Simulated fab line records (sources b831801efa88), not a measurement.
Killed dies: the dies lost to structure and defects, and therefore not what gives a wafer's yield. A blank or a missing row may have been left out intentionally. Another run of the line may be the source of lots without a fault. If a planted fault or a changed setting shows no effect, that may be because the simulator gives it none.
2 desks, one fault ; flow gf180mcu ; only its own numbers are on each desk; what lay behind them is given at the end

THE METROLOGY DESK
Lot by lot, what the gauges showed, no matter which tool ran the lot: averages of those sampled wafers that carry a number. A lot is out of limits, marked OUT, if its mean lies more than 4 standard deviations from the usual mean; the brackets give that distance.
Columns: A = DUAL_GATE_OXIDATION_00_THK at GF_DUAL_GATE_THK_MEAS_03, usual 10.84 nm; B = DUAL_GATE_OVL at GF_DUAL_GATE_OVL_MEAS_11, usual -0.9 nm
lot;first seen here;A;B
L466;day 10 19:07;10.65;-1.2
L470;day 11 22:58;10.83;-1.7
L472;day 12 09:48;11.05;-1.2
L473;day 12 13:52;11.15;0.0
L474;day 13 00:31;10.74;-0.9
L475;day 13 00:31;11.04;-0.1
This desk found nothing out of limits on any of the 6 lots.

TOOL OWNER'S DESK, furnace-01
The tool's own readings at GF_DUAL_GATE_OXIDATION_15 (stabilise 600 s, purge 300 s, target thk 7.098 nm): means of the sampled wafers that have a number, for each lot that ran on this tool. A lot is out of limits, marked OUT, if its mean lies more than 4 standard deviations from the usual mean; the brackets give that distance. Of its 8 readings 7 are shown: the one that was out of limits first, and those that lie furthest out on some lot.
Columns: A = spike tc centre C at GF_DUAL_GATE_OXIDATION_15, usual 850.9 C; B = spike tc upper C at GF_DUAL_GATE_OXIDATION_15, usual 848.9 C; C = zone power bottom pct at GF_DUAL_GATE_OXIDATION_15, usual 23.6 %; D = zone power centre pct at GF_DUAL_GATE_OXIDATION_15, usual 16.77 %; E = zone power lower pct at GF_DUAL_GATE_OXIDATION_15, usual 17.02 %; F = zone power top pct at GF_DUAL_GATE_OXIDATION_15, usual 35 %; G = zone power upper pct at GF_DUAL_GATE_OXIDATION_15, usual 15.2 %
lot;first seen here;A;B;C;D;E;F;G
L470;day 13 00:31;850.6;848.7;26.8;16.63;16.86;29;14.3
L472;day 13 05:59;854.1;814.7 (-34) OUT;26.8;22.13 (+24) OUT;16.06;36;3.4 (-18) OUT
L473;day 13 14:31;854.0;814.7 (-34) OUT;26.9;22.21 (+25) OUT;16.07;35;3.4 (-18) OUT
This desk's finding: out of limits on L472, L473; first on L472, day 13 05:59 (spike tc upper C at GF_DUAL_GATE_OXIDATION_15). In limits: L470.

PUT TOGETHER
At day 13 05:59, on L472, L473, the tool owner's desk was in a position to raise an alarm.
The metrology desk saw nothing out of limits.
The metrology desk has L472, L473 on record, within its limits.
The lots listed all ran GF_DUAL_GATE_OXIDATION_15 on furnace-01.

WHAT WAS PUT IN BY THE SIMULATOR
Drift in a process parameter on furnace-01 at GF_DUAL_GATE_OXIDATION_15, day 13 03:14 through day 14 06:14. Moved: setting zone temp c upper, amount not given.
Lots struck among those shown: L472, L473.
Time in hours from fault onset to the first out-of-limits reading at each desk: the tool owner's desk, 3.
